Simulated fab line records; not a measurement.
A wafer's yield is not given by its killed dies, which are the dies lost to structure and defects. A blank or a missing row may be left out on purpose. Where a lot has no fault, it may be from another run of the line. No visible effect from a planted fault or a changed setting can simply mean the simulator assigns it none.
fab line records ; flow sky130
record lots=5; wafers=15; last_day=50
route steps=708 shown POLY_CUT@317 SD_P@320 RES_XHIGH@332 SD_N@342 PAD_OPEN@708
lots untouched by any fault: they come from a run of this same line in which no faults occurred
start_h: the number of hours between the record's first day and the start of the first shown wafer of the lot ; wait_h: how many hours have passed since the lot's step before this one ; " unchanged from the row above ; L1.1+2: a row that stands for several wafers ; - no value, or no start given ; * or withheld: withheld ; < > ~ a bound
route shown NAME@n: names a module that has steps shown in the file, with the first one's number in the route ; usual: mean/standard deviation taken from wafers without a fault ; same: alike in all rows ; chamber/n: place in a boat ; sites: each site's reading ; _std_site: standard deviation across them ; _edge_site: mean of outer sites minus mean of inner sites ; radius_mm: for every site, how far away it sits from the centre of the wafer ; mask NAME#n: copy n ; behind: tool/chamber where the wafer was last shaped ; hold: reason for holding the lot/hours on hold/outcome of the hold ; device: which transistor (n, p or np) failed to switch ; end of line: the tests these same wafers got at the end of their route ; where a step has no rows: the recipe by itself ; killed: at the first sort, the dies lost to defects and structure; wafer yield is something else ; map: a wafer's dies, x killed, . not, _ none there
set.NAME: the setting as run; set.NAME@STEP: as run at that earlier step ; model.NAME: the simulator's own value behind a step, which no gauge read
lots at some steps of the route; a table a step, a row a wafer
services: the hour from which a tool's chamber was out of use, counted from the record's first day as start_h (under 0 if before that day), plus the number of hours and why
## steps
# step SKY_POLY_CUT_ETCH_10
# recipe chemistry=N2/H2; target=BARC; ion_energy_ev=200; source_w=500; bias_w=100; pressure_mtorr=30; n2_flow_sccm=100; h2_flow_sccm=200; stop_on=SiO2; time_s=45.9; target_depth_a=600
# step SKY_POLY_CUT_ETCH_11
# recipe target=Si3N4; chemistry=CF4/CH2F2/Ar; stop_on=poly-Si; source_w=600; bias_w=150; pressure_mtorr=40; cf4_flow_sccm=40; ch2f2_flow_sccm=20; Ar_flow_sccm=150; time_s=42.5; target_depth_a=600
# step SKY_POLY_CUT_STRIP_12
# recipe chemistry=O2/N2; power_w=1400; pressure_mtorr=1500; platen_temp_c=withheld; o2_flow_sccm=3000; n2_flow_sccm=300; overash_fraction=0.5
# step SKY_SD_P_DEHYDRATE_00
# recipe temp_c=200; time_s=60
# step SKY_SD_P_HMDS_01
# recipe prime_time_s=60; prime_temp_c=120
# step SKY_SD_P_COAT_02
# recipe resist=NOVOLAK; spin_rpm=3000; resist_thk_nm=1140
# step SKY_SD_P_SOFTBAKE_03
# recipe temp_c=90; time_s=60; resist=NOVOLAK
# step SKY_SD_P_EXPOSE_04
# recipe mask_id=PSDM; na=0.6; source_shape=conventional; sigma_outer=0.6; polarization=unpolarized; target_cd_nm=380; dose_mj=138
# step SKY_SD_P_PEB_05
# recipe temp_c=withheld; time_s=*; resist=NOVOLAK
# step SKY_SD_P_DEVELOP_06
# recipe resist=NOVOLAK; developer=TMAH; develop_time_s=60; dev_temp_c=23
# step SKY_SD_P_IMPLANT_09
# recipe species=BF2; energy_kev=20; dose_cm2=3e+15; tilt_deg=0
# usual beam_on_s=13.5/0.3; dose_ions_cm2=3e+15/3.3e+12; faraday_current_uA=12172/260; tilt_deg=-0.002/0.02
lot.wafer;tool;chamber;start_h;wait_h;beam_on_s;dose_ions_cm2;faraday_current_uA;tilt_deg
L279.1;implanter-02;0;655.14;0.0;13.4;2.999e+15;12251;-0.039
L279.2;implanter-02;0;655.14;0.0;14.0;3.009e+15;11669;-0.009
L279.6;implanter-02;0;655.14;0.0;13.7;3.007e+15;12054;0.007
L280.1;implanter-01;0;659.09;0.0;11.2;2.996e+15;14494;0.014
L280.2;implanter-01;0;659.09;0.0;11.3;2.996e+15;14498;0.014
L280.3;implanter-01;0;659.09;0.0;11.1;2.999e+15;14749;0.029
L281.2;implanter-01;0;663.91;0.0;11.0;2.996e+15;14813;-0.001
L281.3;implanter-01;0;663.91;0.0;10.9;2.998e+15;14947;0.001
L281.4;implanter-01;0;663.91;0.0;11.2;2.998e+15;14542;-0.002
L282.1;implanter-01;0;670.49;0.0;11.0;3.003e+15;14796;-0.038
L282.2;implanter-01;0;670.49;0.0;11.3;3.004e+15;14436;-0.019
L282.4;implanter-01;0;670.49;0.0;11.1;3.003e+15;14679;-0.029
L294.2;implanter-01;0;765.32;0.0;13.5;2.998e+15;12168;-0.022
L294.4;implanter-01;0;765.32;0.0;13.7;3.001e+15;11922;0.010
L294.5;implanter-01;0;765.32;0.0;13.1;3.002e+15;12397;-0.044
# step SKY_SD_P_STRIP_10
# recipe chemistry=O2/N2; power_w=1400; pressure_mtorr=1500; platen_temp_c=withheld; o2_flow_sccm=3000; n2_flow_sccm=300; overash_fraction=0.5
# usual drypump_motor_current_A=6.0/0.36; n2_flow_sccm=300.0/1; oes_product_au=0.617/0.0046; strip_time_to_endpoint_s=17.50/0.035
# same overash_fraction=0.5
lot.wafer;tool;chamber;start_h;wait_h;drypump_motor_current_A;n2_flow_sccm;oes_product_au;rf_hours_counter_h;strip_time_to_endpoint_s
L279.1;plasma_asher-01;0;655.29;0.1;6.0;299.7;0.616;78;17.49
L279.2;plasma_asher-01;1;655.29;0.1;5.6;301.1;0.626;78;17.47
L279.6;plasma_asher-01;0;655.29;0.1;6.0;300.3;0.621;-;17.47
L280.1;plasma_asher-01;0;659.24;0.1;6.0;302.0;0.620;78;17.13
L280.2;plasma_asher-01;1;659.24;0.1;5.6;299.6;0.629;78;17.15
L280.3;plasma_asher-01;0;659.24;0.1;6.0;301.5;0.623;-;17.16
L281.2;plasma_asher-03;1;664.03;0.1;6.4;298.4;0.624;24;17.15
L281.3;plasma_asher-03;0;664.03;0.1;6.4;298.1;0.635;-;17.14
L281.4;plasma_asher-03;1;664.03;0.1;6.4;298.5;0.621;-;17.11
L282.1;plasma_asher-03;0;670.64;0.1;6.4;298.3;0.626;25;17.11
L282.2;plasma_asher-03;1;670.64;0.1;6.4;301.0;0.620;25;17.10
L282.4;plasma_asher-03;0;670.64;0.1;6.4;299.8;0.625;-;17.11
L294.2;plasma_asher-01;0;765.44;0.1;6.0;299.6;0.627;89;17.57
L294.4;plasma_asher-01;0;765.44;0.1;6.0;300.1;0.620;-;17.51
L294.5;plasma_asher-01;1;765.44;0.1;5.6;300.3;0.612;-;17.57
# step SKY_SD_P_TW_MEAS_11
# usual SD_P_TW=2812/15
lot.wafer;tool;chamber;start_h;wait_h;SD_P_TW
L279.1;film_metro-02;-;655.39;0.1;2801
L279.2;film_metro-02;-;655.39;0.1;2818
L279.6;film_metro-02;-;655.39;0.1;2819
L280.1;film_metro-02;-;659.34;0.1;2686
L280.2;film_metro-02;-;659.34;0.1;2713
L280.3;film_metro-02;-;659.34;0.1;2711
L281.2;film_metro-04;-;664.19;0.1;2731
L281.3;film_metro-04;-;664.19;0.1;2721
L281.4;film_metro-04;-;664.19;0.1;2725
L282.1;film_metro-04;-;670.74;0.1;2723
L282.2;film_metro-04;-;670.74;0.1;2712
L282.4;film_metro-04;-;670.74;0.1;2731
L294.2;film_metro-01;-;765.55;0.1;2839
L294.4;film_metro-01;-;765.55;0.1;2840
L294.5;film_metro-01;-;765.55;0.1;2835
# step SKY_RES_XHIGH_DEHYDRATE_00
# recipe temp_c=200; time_s=60
# step SKY_RES_XHIGH_HMDS_01
# recipe prime_time_s=60; prime_temp_c=120
# step SKY_RES_XHIGH_COAT_02
# recipe resist=NOVOLAK; spin_rpm=3000; resist_thk_nm=1140
# step SKY_RES_XHIGH_SOFTBAKE_03
# recipe temp_c=90; time_s=60; resist=NOVOLAK
# step SKY_RES_XHIGH_EXPOSE_04
# recipe mask_id=URPM; na=0.6; source_shape=conventional; sigma_outer=0.6; polarization=unpolarized; target_cd_nm=1270; dose_mj=140
# step SKY_RES_XHIGH_PEB_05
# recipe temp_c=withheld; time_s=*; resist=NOVOLAK
# step SKY_RES_XHIGH_DEVELOP_06
# recipe resist=NOVOLAK; developer=TMAH; develop_time_s=60; dev_temp_c=23
# step SKY_RES_XHIGH_IMPLANT_07
# recipe species=BF2; energy_kev=19.68; dose_cm2=3.6e+14; tilt_deg=0
# step SKY_RES_XHIGH_STRIP_08
# recipe chemistry=O2/N2; power_w=1400; pressure_mtorr=1500; platen_temp_c=withheld; o2_flow_sccm=3000; n2_flow_sccm=300; overash_fraction=0.5
# step SKY_SD_N_DEHYDRATE_00
# recipe temp_c=200; time_s=60
# step SKY_SD_N_HMDS_01
# recipe prime_time_s=60; prime_temp_c=120
# step SKY_SD_N_COAT_02
# recipe resist=NOVOLAK; spin_rpm=3000; resist_thk_nm=1140
# step SKY_SD_N_SOFTBAKE_03
# recipe temp_c=90; time_s=60; resist=NOVOLAK
# step SKY_SD_N_EXPOSE_04
# recipe mask_id=NSDM; na=0.6; source_shape=conventional; sigma_outer=0.6; polarization=unpolarized; target_cd_nm=380; dose_mj=141
# step SKY_SD_N_PEB_05
# recipe temp_c=withheld; time_s=*; resist=NOVOLAK
# step SKY_SD_N_DEVELOP_06
# recipe resist=NOVOLAK; developer=TMAH; develop_time_s=60; dev_temp_c=23
# step SKY_SD_N_IMPLANT_09
# recipe species=As; energy_kev=49.54; dose_cm2=4e+15; tilt_deg=0
# step SKY_SD_N_IMPLANT_10
# recipe species=P; energy_kev=20; dose_cm2=1e+14; tilt_deg=0
# step SKY_SD_N_STRIP_11
# recipe chemistry=O2/N2; power_w=1400; pressure_mtorr=1500; platen_temp_c=withheld; o2_flow_sccm=3000; n2_flow_sccm=300; overash_fraction=0.5
# step SKY_SD_N_CLEAN_13
# recipe chemistry=SC1/SC2; mix=1:4:20; temp_c=70; time_s=150; dry=n2_spin
# step SKY_SD_N_RTA_14
# recipe temp_c=1075; time_s=2; idle_temp_c=650; ramp_up_c_per_s=150; ramp_down_c_per_s=90; ambient=N2
# step SKY_SD_N_RS_MEAS_17
# recipe thk_meas_gauge=four-point-probe
# usual SD_P_RS=146.9/0.43
lot.wafer;tool;chamber;start_h;wait_h;SD_P_RS[ohm/sq]
L279.1;film_metro-04;-;712.94;0.1;147.1
L279.2;film_metro-04;-;712.94;0.1;147.2
L279.6;film_metro-04;-;712.94;0.1;147.0
L280.1;film_metro-04;-;715.89;0.1;149.9
L280.2;film_metro-04;-;715.89;0.1;149.8
L280.3;film_metro-04;-;715.89;0.1;150.4
L281.2;film_metro-04;-;720.69;0.1;149.8
L281.3;film_metro-04;-;720.69;0.1;149.9
L281.4;film_metro-04;-;720.69;0.1;150.2
L282.1;film_metro-04;-;727.81;0.1;150.6
L282.2;film_metro-04;-;727.81;0.1;150.4
L282.4;film_metro-04;-;727.81;0.1;150.8
L294.2;film_metro-01;-;819.02;0.1;146.4
L294.4;film_metro-01;-;819.02;0.1;146.1
L294.5;film_metro-01;-;819.02;0.1;145.9
# step SKY_PAD_OPEN_PROBE_99
# usual killed_at_M0_to_M3=45/6.8; killed_at_M4_up=3.0/1.7; killed_at_contacts=25/5.7; killed_at_front_end=15/4.6; killed_at_other=0.3/0.66; killed_dies=88/9.5; killed_open=48/7.3; killed_short=39/6.5
# same gross_dies=492; killed_at_back_side=0
lot.wafer;tool;chamber;start_h;wait_h;killed_at_M0_to_M3;killed_at_M4_up;killed_at_contacts;killed_at_front_end;killed_at_other;killed_dies;killed_open;killed_short;model.etest.res_high_po.line_ohm_um;model.etest.licon_high_po.rc_ohm;model.etest.res_pdiff.line_ohm_um;model.etest.res_high_po.rs_ohm_sq;model.etest.licon_pdiff.rc_ohm;model.etest.res_pdiff_hv.rs_ohm_sq;model.etest.res_pdiff.rs_ohm_sq
L279.1;prober-01;-;1119.95;0.1;43;3;29;25;1;101;48;50;762.4;352.4;1382;258.4;605.7;190.3;197.3
L279.2;prober-01;-;1120.00;0.1;42;5;19;15;0;81;46;35;773.1;352.9;1327;268.8;576.3;188;192.9
L279.6;prober-01;-;1120.20;0.2;37;2;28;6;2;75;42;31;767;348.7;1358;262.8;567.2;189.4;194.6
L280.1;prober-02;-;1126.40;0.1;39;4;23;18;1;85;48;37;832.7;434.3;1424;293.8;615.1;201.4;206.6
L280.2;prober-02;-;1126.45;0.1;58;0;19;15;0;92;51;38;843;446.5;1437;296.5;605.1;204.5;208.9
L280.3;prober-02;-;1126.50;0.2;39;2;23;22;0;86;49;37;840.5;441.9;1445;293.8;607.9;204.8;208.8
L281.2;prober-01;-;1128.24;0.1;55;2;30;11;0;98;47;51;866.8;438.1;1458;301.9;596.7;201.8;207.7
L281.3;prober-01;-;1128.29;0.2;45;3;33;6;0;87;49;38;854.4;458.1;1456;304.8;604.6;202.8;210.2
L281.4;prober-01;-;1128.34;0.2;48;8;28;20;0;104;48;54;825.4;446.4;1426;298.6;614.5;203.3;206.3
L282.1;prober-02;-;1133.27;0.1;48;2;22;12;0;84;48;36;829.5;429.2;1434;290.3;610.3;197.8;204.7
L282.2;prober-02;-;1133.32;0.1;37;5;30;12;0;84;45;38;841.2;440.7;1391;293.8;601.8;199.2;204.7
L282.4;prober-02;-;1133.42;0.2;38;3;26;15;0;82;43;38;834.3;460.8;1404;287;621.2;200.1;205.2
L294.2;prober-01;-;1193.39;0.1;56;5;32;15;0;108;58;50;753.5;333.4;1357;263.9;588.2;188.8;193.4
L294.4;prober-01;-;1193.49;0.2;49;2;33;12;1;97;46;50;764;352.6;1375;265.8;567.2;189;195.3
L294.5;prober-01;-;1193.54;0.2;40;2;20;12;2;76;43;31;761.2;335.5;1364;259.2;595.1;187.6;194.1
# killed by level:class
L279.1 CONTACT:geometric_particle:open=13 METAL2:geometric_particle:short=9 VIA1:geometric_particle:open=7 FIELD_ISO:geometric_particle:open=6 VIA3:geometric_particle:open=6 POLY_GATE:geometric_particle:short=5 LI_CONTACT:geometric_particle:short=5 LI_CONTACT:geometric_particle:open=5
L279.2 VIA1:geometric_particle:open=9 LI_CONTACT:geometric_particle:open=7 CONTACT:geometric_particle:open=6 VIA3:geometric_particle:short=6 FIELD_ISO:geometric_particle:open=5 VIA3:geometric_particle:open=5 METAL4:geometric_particle:short=5 FIELD_ISO:geometric_particle:short=4
L279.6 LI_CONTACT:geometric_particle:open=12 VIA1:geometric_particle:open=8 VIA2:geometric_particle:open=7 CONTACT:geometric_particle:open=6 LI_CONTACT:geometric_particle:short=5 METAL2:geometric_particle:short=5 METAL1:geometric_particle:short=4 VIA1:geometric_particle:short=4
L280.1 CONTACT:geometric_particle:open=9 VIA2:geometric_particle:open=7 FIELD_ISO:geometric_particle:short=6 LI_CONTACT:geometric_particle:open=6 VIA1:geometric_particle:open=6 VIA1:geometric_particle:short=6 FIELD_ISO:geometric_particle:open=5 POLY_GATE:geometric_particle:open=5
L280.2 VIA2:geometric_particle:open=12 VIA1:geometric_particle:open=10 METAL2:geometric_particle:short=8 CONTACT:geometric_particle:open=8 VIA3:geometric_particle:open=7 VIA1:geometric_particle:short=6 FIELD_ISO:geometric_particle:short=5 LI_CONTACT:geometric_particle:open=5
L280.3 CONTACT:geometric_particle:open=10 FIELD_ISO:geometric_particle:open=7 POLY_GATE:geometric_particle:open=7 VIA3:geometric_particle:open=7 VIA1:geometric_particle:open=6 METAL2:geometric_particle:short=6 FIELD_ISO:geometric_particle:short=5 CONTACT:geometric_particle:short=5
L281.2 VIA1:geometric_particle:open=11 LI_CONTACT:geometric_particle:open=9 CONTACT:geometric_particle:open=9 METAL2:geometric_particle:short=9 VIA2:geometric_particle:open=8 CONTACT:geometric_particle:short=7 VIA1:geometric_particle:short=6 METAL1:geometric_particle:short=6
L281.3 VIA1:geometric_particle:open=11 CONTACT:geometric_particle:open=10 VIA3:geometric_particle:open=10 CONTACT:geometric_particle:short=9 LI_CONTACT:geometric_particle:open=8 LI_CONTACT:geometric_particle:short=5 VIA3:geometric_particle:short=5 METAL3:geometric_particle:short=4
L281.4 VIA1:geometric_particle:open=13 CONTACT:geometric_particle:open=10 METAL2:geometric_particle:short=9 CONTACT:geometric_particle:short=7 VIA1:geometric_particle:short=6 LI_CONTACT:geometric_particle:open=5 FIELD_ISO:geometric_particle:short=4 FIELD_ISO:geometric_particle:open=4
L282.1 VIA1:geometric_particle:open=11 CONTACT:geometric_particle:open=9 VIA3:geometric_particle:open=8 VIA2:geometric_particle:open=7 LI_CONTACT:geometric_particle:open=6 METAL2:geometric_particle:short=6 VIA1:geometric_particle:short=5 METAL3:geometric_particle:short=4
L282.2 CONTACT:geometric_particle:open=10 LI_CONTACT:geometric_particle:open=7 VIA1:geometric_particle:open=7 VIA2:geometric_particle:open=6 LOCAL_INTERCONNECT:geometric_particle:short=5 FIELD_ISO:geometric_particle:short=4 LI_CONTACT:geometric_particle:short=4 METAL1:geometric_particle:short=4
L282.4 CONTACT:geometric_particle:open=12 METAL1:geometric_particle:short=10 VIA3:geometric_particle:open=8 LI_CONTACT:geometric_particle:open=6 VIA1:geometric_particle:short=6 FIELD_ISO:geometric_particle:open=4 POLY_GATE:geometric_particle:short=4 LOCAL_INTERCONNECT:geometric_particle:short=4
L294.2 CONTACT:geometric_particle:open=14 VIA1:geometric_particle:open=13 METAL2:geometric_particle:short=8 CONTACT:geometric_particle:short=7 METAL1:geometric_particle:short=7 VIA2:geometric_particle:open=7 LI_CONTACT:geometric_particle:open=6 METAL3:geometric_particle:short=5
L294.4 CONTACT:geometric_particle:open=10 CONTACT:geometric_particle:short=9 VIA1:geometric_particle:open=9 VIA2:geometric_particle:open=9 VIA2:geometric_particle:short=8 LI_CONTACT:geometric_particle:open=7 METAL1:geometric_particle:short=6 METAL2:geometric_particle:short=5
L294.5 VIA1:geometric_particle:open=13 CONTACT:geometric_particle:open=7 METAL2:geometric_particle:short=7 LI_CONTACT:geometric_particle:open=6 VIA2:geometric_particle:open=6 METAL1:geometric_particle:short=5 FIELD_ISO:geometric_particle:short=3 FIELD_ISO:geometric_particle:open=3
## services
tool;chamber;start_h;hours;kind
implanter-01;-;652.65;2.7;repair
implanter-02;-;662.43;3.1;pm
implanter-01;-;665.91;3.7;repair
implanter-01;-;717.24;3.1;repair
implanter-02;-;720.60;3.4;repair
implanter-02;-;748.84;0.7;repair
## key
first_sign step=SKY_SD_P_IMPLANT_09; reading=faraday_current_uA; direction=up; sigmas=9.5; usual=12172; struck=14662
effect step=SKY_SD_P_IMPLANT_09; reading=beam_on_s; direction=down; sigmas=7.7; usual=13.5; struck=11.1
effect step=SKY_SD_P_STRIP_10; reading=strip_time_to_endpoint_s; direction=down; sigmas=10; usual=*; struck=*
effect step=SKY_SD_P_TW_MEAS_11; reading=SD_P_TW; direction=down; sigmas=6.3; usual=2812; struck=2717
effect step=SKY_SD_N_RS_MEAS_17; reading=SD_P_RS; direction=up; sigmas=7.5; usual=146.9; struck=150.2
model_effect step=SKY_PAD_OPEN_PROBE_99; value=etest.res_high_po.line_ohm_um; without=736.1; struck=840.9
met_at SKY_SD_P_IMPLANT_09
struck_wafers L280.1,L280.2,L280.3,L281.2,L281.3,L281.4,L282.1,L282.2,L282.4
tester_left_out L280,L281,L282
fault kind=process_parameter_drift; tool=implanter-01; chamber=-; onset_h=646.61; steps=SKY_SD_P_IMPLANT_09; channel=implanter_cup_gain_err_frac; offset=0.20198; shape=step; end_h=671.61
# tester_left_out: of these lots the tester's yield and bins aren't shown, on N5 and GAA mostly nor the transistor test; their killed dies are dies lost to structure and defects alone, not to doping, threshold or leakage, so they don't give the yield
